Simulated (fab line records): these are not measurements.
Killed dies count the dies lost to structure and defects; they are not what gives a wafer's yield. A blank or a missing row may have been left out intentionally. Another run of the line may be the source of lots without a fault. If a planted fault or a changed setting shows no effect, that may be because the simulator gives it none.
fab line records ; flow sfq-line
record lots=6; wafers=18; last-day=87
route steps=325 shown R5@225 I5@228
lots that met no fault: taken from a fault-free run of the same line
start-h: the number of hours between the record's first day and the start of the first shown wafer of the lot ; wait-h: hours elapsed since this lot's preceding step ; " identical to the entry in the row above ; L1.1+2: a single row standing in for several wafers ; - no value present, or no start provided ; * or withheld: withheld ; < > ~ a bound
route shown NAME@n: NAME is a module with steps in the file, n the number in the route of the first one ; usual: average and standard deviation across the fault-free wafers ; same: alike in all rows ; chamber/n: place in a boat ; sites: readings site by site ; _std_site: the values' standard deviation ; _edge_site: the outer-site mean with the inner-site mean subtracted ; radius-mm: for every site, how far away it sits from the centre of the wafer ; mask NAME#n: copy n ; behind: the tool/chamber that last shaped the wafer ; hold: what put the lot on hold/how long, in hours/how the hold closed ; device: transistor that didn't switch, given as n, p or np ; end of line: tests of these same wafers at the route's end ; where a step has no rows: the recipe by itself ; killed: at the first sort, the dies lost to defects and structure; wafer yield is something else ; map: a wafer's dies, x killed, . not, _ none there
set.NAME: the setting the step ran with; set.NAME@STEP: the setting that earlier step ran with ; model.NAME: the simulator's own value behind a step, which no gauge read
a table for each step, a row for each wafer; lots at some steps of the route
services: from which hour (start-h, from the record's first day; less than 0 if before it) a tool's chamber was out of use, for how many hours, and why
## steps
# step SFQ_TRILAYER_R5_ETCH_METAL_ETCH_139
# recipe stop-on=SiO2; mask-material=PR; chemistry=Cl2; target-depth-nm=60; icp-w=600; bias-w=80; pressure-mtorr=10; time-s=40
# usual drypump-motor-current-A=5.92/0.22; oes-product-au=0.989/0.0071; rf-fwd-power-W=592/3.6
lot.wafer;tool;chamber;start-h;wait-h;drypump-motor-current-A;oes-product-au;rf-fwd-power-W;rf-hours-counter-h
L578.2;rie-metal-02;1;1446.67;0.0;5.75;0.992;588;120
L578.3;rie-metal-02;1;1446.67;0.0;5.76;0.988;585;-
L578.4;rie-metal-02;0;1446.67;0.0;5.66;0.995;596;-
L582.2;rie-metal-02;0;1580.45;0.0;5.61;1.005;591;83
L582.3;rie-metal-02;1;1580.45;0.0;5.78;0.986;588;-
L582.4;rie-metal-02;0;1580.45;0.0;5.64;0.991;594;-
L587.1;rie-metal-03;0;1630.58;0.0;5.95;0.984;593;34
L587.2;rie-metal-03;1;1630.58;0.0;5.97;0.984;591;83
L587.4;rie-metal-03;1;1630.58;0.0;5.97;0.985;591;-
L592.2;rie-metal-02;0;1646.18;0.0;5.64;0.985;598;91
L592.3;rie-metal-02;1;1646.18;0.0;5.75;0.980;591;-
L592.4;rie-metal-02;0;1646.18;0.0;5.63;0.987;595;-
L594.2;rie-metal-03;1;1654.80;0.0;5.96;0.992;592;87
L594.5;rie-metal-03;0;1654.80;0.0;5.94;0.992;596;-
L594.6;rie-metal-03;1;1654.80;0.0;5.95;0.982;591;-
L601.1;rie-metal-02;1;1691.20;0.1;5.78;0.978;589;27
L601.3;rie-metal-02;1;1691.20;0.1;5.77;0.987;589;-
L601.4;rie-metal-02;1;1691.20;0.1;5.73;0.984;588;-
# step SFQ_TRILAYER_R5_STRIP_STRIP_140
# recipe gas=O2; power-w=200; platen-temp-c=40; overash-fraction=0.65; chemistry=O2; pressure-mtorr=50
# usual drypump-motor-current-A=5.92/0.22; oes-product-au=0.999/0.013
lot.wafer;tool;chamber;start-h;wait-h;drypump-motor-current-A;oes-product-au;rf-hours-counter-h
L578.2;rie-metal-02;1;1446.73;0.0;5.76;0.998;120
L578.3;rie-metal-02;1;1446.73;0.0;5.78;1.001;-
L578.4;rie-metal-02;0;1446.73;0.0;5.64;0.996;-
L582.2;rie-metal-02;0;1580.50;0.0;5.64;1.017;83
L582.3;rie-metal-02;1;1580.50;0.0;5.71;0.988;-
L582.4;rie-metal-02;0;1580.50;0.0;5.63;1.007;-
L587.1;rie-metal-03;0;1630.64;0.0;5.95;0.975;34
L587.2;rie-metal-03;1;1630.64;0.0;5.98;0.991;83
L587.4;rie-metal-03;1;1630.64;0.0;5.96;0.997;-
L592.2;rie-metal-02;0;1646.24;0.0;5.61;1.013;91
L592.3;rie-metal-02;1;1646.24;0.0;5.73;0.987;-
L592.4;rie-metal-02;0;1646.24;0.0;5.57;1.009;-
L594.2;rie-metal-03;1;1654.86;0.0;5.95;1.001;87
L594.5;rie-metal-03;0;1654.86;0.0;5.96;1.000;-
L594.6;rie-metal-03;1;1654.86;0.0;5.93;1.002;-
L601.1;rie-metal-02;1;1691.31;0.1;5.74;0.997;27
L601.3;rie-metal-02;1;1691.31;0.1;5.72;0.993;-
L601.4;rie-metal-02;1;1691.31;0.1;5.74;0.999;-
# step SFQ_TRILAYER_R5_STRIP_SOLV_CLEAN_141
# recipe chemistry=NMP; temp-c=70; time-s=600
# step SFQ_TRILAYER_A5C_DEP_PECVD_142
# recipe material=SiO2; temp-c=150; time-s=15.556; pressure-torr=2.4; rf-w=183.3; precursor=SiH4/N2O; target-thk-nm=70
# usual heater-power-w=81/9.4; throttle-valve-pct=24.8/1.1
lot.wafer;tool;chamber;start-h;wait-h;heater-power-w;throttle-valve-pct
L578.2;pecvd-01;2;1447.52;0.0;74;23.4
L578.3;pecvd-01;0;1447.52;0.0;73;23.2
L578.4;pecvd-01;1;1447.52;0.0;91;24.1
L582.2;pecvd-02;2;1581.28;0.0;90;24.9
L582.3;pecvd-02;0;1581.28;0.0;87;26.4
L582.4;pecvd-02;1;1581.28;0.0;86;24.1
L587.1;pecvd-01;2;1631.41;0.0;63;23.9
L587.2;pecvd-01;1;1631.41;0.0;88;23.9
L587.4;pecvd-01;2;1631.41;0.0;65;24.2
L592.2;pecvd-01;2;1647.01;0.0;76;23.9
L592.3;pecvd-01;1;1647.01;0.0;86;24.2
L592.4;pecvd-01;1;1647.01;0.0;90;24.2
L594.2;pecvd-01;0;1655.64;0.0;64;23.4
L594.5;pecvd-01;1;1655.64;0.0;93;24.2
L594.6;pecvd-01;2;1655.64;0.0;76;24.3
L601.1;pecvd-02;0;1692.69;0.0;90;27.0
L601.3;pecvd-02;1;1692.69;0.0;84;24.3
L601.4;pecvd-02;0;1692.69;0.0;92;27.0
# step SFQ_TRILAYER_I5_LITHO_COAT_149
# recipe resist=BARC; spin-rpm=3000; resist-thk-nm=62
# step SFQ_TRILAYER_I5_LITHO_COAT_144
# recipe resist=KrF; spin-rpm=3000; resist-thk-nm=650
# step SFQ_TRILAYER_I5_LITHO_SOFTBAKE_148
# recipe temp-c=withheld; time-s=withheld; resist=KrF
# step SFQ_TRILAYER_I5_LITHO_EXPOSE_145
# recipe mask-id=I5; na=0.6; source-shape=conventional; sigma-outer=0.65; target-cd-nm=700; dose-mj=21.3
# step SFQ_TRILAYER_I5_LITHO_PEB_147
# recipe peb-temp-c=115; peb-time-s=60; resist=KrF
# step SFQ_TRILAYER_I5_LITHO_DEVELOP_146
# recipe time-s=60; resist=KrF
# step SFQ_I5_OVL_MEAS_936
# usual I5_OVL=0/5.5
lot.wafer;tool;chamber;start-h;wait-h;I5_OVL[nm]
L578.2;overlay-02;-;1454.98;0.1;-8
L578.3;overlay-02;-;1454.98;0.1;-7
L578.4;overlay-02;-;1454.98;0.1;-3
L582.2;overlay-02;-;1686.83;0.1;-6
L582.3;overlay-02;-;1686.83;0.1;4
L582.4;overlay-02;-;1686.83;0.1;-2
L587.1;overlay-02;-;1733.52;0.1;10
L587.2;overlay-02;-;1733.52;0.1;7
L587.4;overlay-02;-;1733.52;0.1;9
L592.2;overlay-01;-;1753.93;0.1;2
L592.3;overlay-01;-;1753.93;0.1;13
L592.4;overlay-01;-;1753.93;0.1;1
L594.2;overlay-02;-;1759.93;0.1;6
L594.5;overlay-02;-;1759.93;0.1;6
L594.6;overlay-02;-;1759.93;0.1;14
L601.1;overlay-02;-;1787.52;0.1;4
L601.3;overlay-02;-;1787.52;0.1;5
L601.4;overlay-02;-;1787.52;0.1;2
# step SFQ_TRILAYER_I5_BARC_OPEN_VIA_ETCH_200
# recipe mask-material=PR; chemistry=O2; target-depth-nm=125; target=BARC; source-w=500; bias-w=80; pressure-mtorr=30; time-s=41.7
# usual drypump-motor-current-A=5.8/0.45; oes-product-au=0.686/0.0047; rf-fwd-power-W=495.1/2
lot.wafer;tool;chamber;start-h;wait-h;drypump-motor-current-A;oes-product-au;rf-fwd-power-W;rf-hours-counter-h
L578.2;rie-diel-01;3;1455.01;0.0;5.2;0.681;496.5;20
L578.3;rie-diel-01;2;1455.01;0.0;6.0;0.681;495.8;2
L578.4;rie-diel-01;1;1455.01;0.0;5.8;0.689;494.5;2
L582.2;rie-diel-01;0;1686.86;0.0;5.8;0.681;495.4;14
L582.3;rie-diel-01;1;1686.86;0.0;5.8;0.689;495.2;5
L582.4;rie-diel-01;2;1686.86;0.0;6.0;0.685;492.5;5
L587.1;rie-diel-01;2;1733.56;0.0;5.9;0.684;493.7;5
L587.2;rie-diel-01;3;1733.56;0.0;5.2;0.682;495.4;2
L587.4;rie-diel-01;1;1733.56;0.0;5.9;0.687;495.0;6
L592.2;rie-diel-01;3;1753.96;0.0;5.2;0.694;492.9;3
L592.3;rie-diel-01;0;1753.96;0.0;5.8;0.681;495.7;16
L592.4;rie-diel-01;2;1753.96;0.0;6.0;0.688;496.9;5
L594.2;rie-diel-03;1;1759.96;0.0;5.2;0.695;493.5;5
L594.5;rie-diel-03;1;1759.96;0.0;5.2;0.688;492.8;-
L594.6;rie-diel-03;2;1759.96;0.0;6.7;0.682;497.2;-
L601.1;rie-diel-03;0;1787.56;0.0;6.1;0.690;492.8;7
L601.3;rie-diel-03;2;1787.56;0.0;6.6;0.686;495.6;7
L601.4;rie-diel-03;3;1787.56;0.0;6.3;0.694;497.4;2
# step SFQ_TRILAYER_I5_ETCH_VIA_ETCH_147
# recipe stop-on=Nb; mask-material=PR; chemistry=CHF3; target-depth-nm=360; source-w=500; bias-w=80; pressure-mtorr=30; time-s=withheld
# usual drypump-motor-current-A=5.8/0.45; oes-product-au=0.989/0.008; rf-fwd-power-W=498.7/1.5
lot.wafer;tool;chamber;start-h;wait-h;drypump-motor-current-A;oes-product-au;rf-fwd-power-W
L578.2;rie-diel-01;3;1455.05;0.0;5.2;0.987;497.5
L578.3;rie-diel-01;2;1455.05;0.0;6.0;0.981;500.9
L578.4;rie-diel-01;1;1455.05;0.0;5.9;0.994;500.9
L582.2;rie-diel-01;0;1686.90;0.0;5.8;1.003;500.2
L582.3;rie-diel-01;1;1686.90;0.0;5.9;0.981;498.3
L582.4;rie-diel-01;2;1686.90;0.0;6.0;0.968;496.4
L587.1;rie-diel-01;2;1733.60;0.0;6.0;0.976;498.1
L587.2;rie-diel-01;3;1733.60;0.0;5.2;0.969;416.9
L587.4;rie-diel-01;1;1733.60;0.0;5.8;0.982;499.5
L592.2;rie-diel-01;3;1754.00;0.0;5.2;0.985;419.9
L592.3;rie-diel-01;0;1754.00;0.0;5.8;0.989;498.9
L592.4;rie-diel-01;2;1754.00;0.0;6.0;0.976;498.0
L594.2;rie-diel-03;1;1760.00;0.0;5.2;0.991;500.8
L594.5;rie-diel-03;1;1760.00;0.0;5.2;0.979;499.2
L594.6;rie-diel-03;2;1760.00;0.0;6.7;1.004;499.2
L601.1;rie-diel-03;0;1787.60;0.0;6.1;0.986;496.7
L601.3;rie-diel-03;2;1787.60;0.0;6.7;0.995;500.2
L601.4;rie-diel-03;3;1787.60;0.0;6.3;0.993;500.3
# step SFQ_TRILAYER_I5_STRIP_STRIP_148
# recipe gas=O2; power-w=200; platen-temp-c=40; overash-fraction=0.65; chemistry=O2; pressure-mtorr=50
# usual drypump-motor-current-A=5.8/0.41; oes-product-au=1.003/0.016
lot.wafer;tool;chamber;start-h;wait-h;drypump-motor-current-A;oes-product-au;rf-hours-counter-h
L578.2;rie-metal-01;1;1455.20;-;6.3;1.000;54
L578.3;rie-metal-01;1;1455.20;-;6.3;0.996;-
L578.4;rie-metal-01;0;1455.20;-;6.1;1.024;-
L582.2;rie-metal-04;0;1687.05;-;5.0;1.002;22
L582.3;rie-metal-04;1;1687.05;-;5.8;1.026;-
L582.4;rie-metal-04;0;1687.05;-;5.0;0.984;-
L587.1;rie-metal-04;0;1733.75;-;5.0;0.988;28
L587.2;rie-metal-04;1;1733.75;-;5.8;1.013;95
L587.4;rie-metal-04;1;1733.75;-;5.9;1.019;-
L592.2;rie-metal-02;0;1754.15;-;5.6;1.006;100
L592.3;rie-metal-02;0;1754.15;-;5.6;1.014;-
L592.4;rie-metal-02;1;1754.15;-;5.7;0.995;-
L594.2;rie-metal-01;0;1760.15;-;6.1;1.029;54
L594.5;rie-metal-01;1;1760.15;-;6.3;0.979;-
L594.6;rie-metal-01;0;1760.15;-;6.1;1.019;-
L601.1;rie-metal-02;1;1787.75;-;5.8;0.996;38
L601.3;rie-metal-02;0;1787.75;-;5.6;1.002;-
L601.4;rie-metal-02;1;1787.75;-;5.8;0.999;-
## services
tool;chamber;start-h;hours;kind
rie-diel-01;0;1426.46;1.6;repair
pecvd-01;-;1437.15;1.2;repair
rie-metal-02;-;1437.83;1.4;pm
rie-diel-03;-;1448.79;0.2;repair
rie-diel-01;3;1460.54;5.7;repair
rie-diel-03;3;1490.79;1.6;repair
rie-diel-03;2;1503.37;3.5;repair
pecvd-01;1;1525.98;11.6;repair
pecvd-01;-;1552.26;2.8;pm
rie-diel-03;-;1562.79;0.9;repair
rie-diel-01;-;1586.73;0.3;repair
rie-diel-03;-;1587.88;4.3;pm
rie-metal-02;0;1613.74;14.9;repair
rie-diel-01;2;1614.28;2.7;repair
rie-diel-03;1;1620.14;2.1;repair
pecvd-01;0;1634.68;6.1;repair
rie-metal-02;0;1671.76;24.8;repair
rie-diel-01;2;1698.50;2.0;repair
rie-metal-03;1;1721.10;3.7;repair
pecvd-01;-;1745.25;0.7;repair
pecvd-01;-;1753.79;2.4;repair
rie-diel-01;2;1763.00;22.7;repair
rie-metal-03;-;1766.97;0.3;repair
rie-diel-01;0;1777.72;15.5;repair
## key
first-sign step=SFQ_TRILAYER_I5_ETCH_VIA_ETCH_147; reading=rf-fwd-power-W; direction=down; sigmas=54; usual=498.7; struck=418.4
effect none on later readings
met-at SFQ_TRILAYER_I5_ETCH_VIA_ETCH_147
struck-wafers L587.2,L592.2
onset-between 1455.05 1733.60
fault kind=process-parameter-drift; tool=rie-diel-01; chamber=3; onset-h=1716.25; steps=SFQ_TRILAYER_I5_ETCH_VIA_ETCH_147; channel=source-w; offset=-80; shape=step; end-h=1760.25; acts-in=these-recipes-only; stated=500
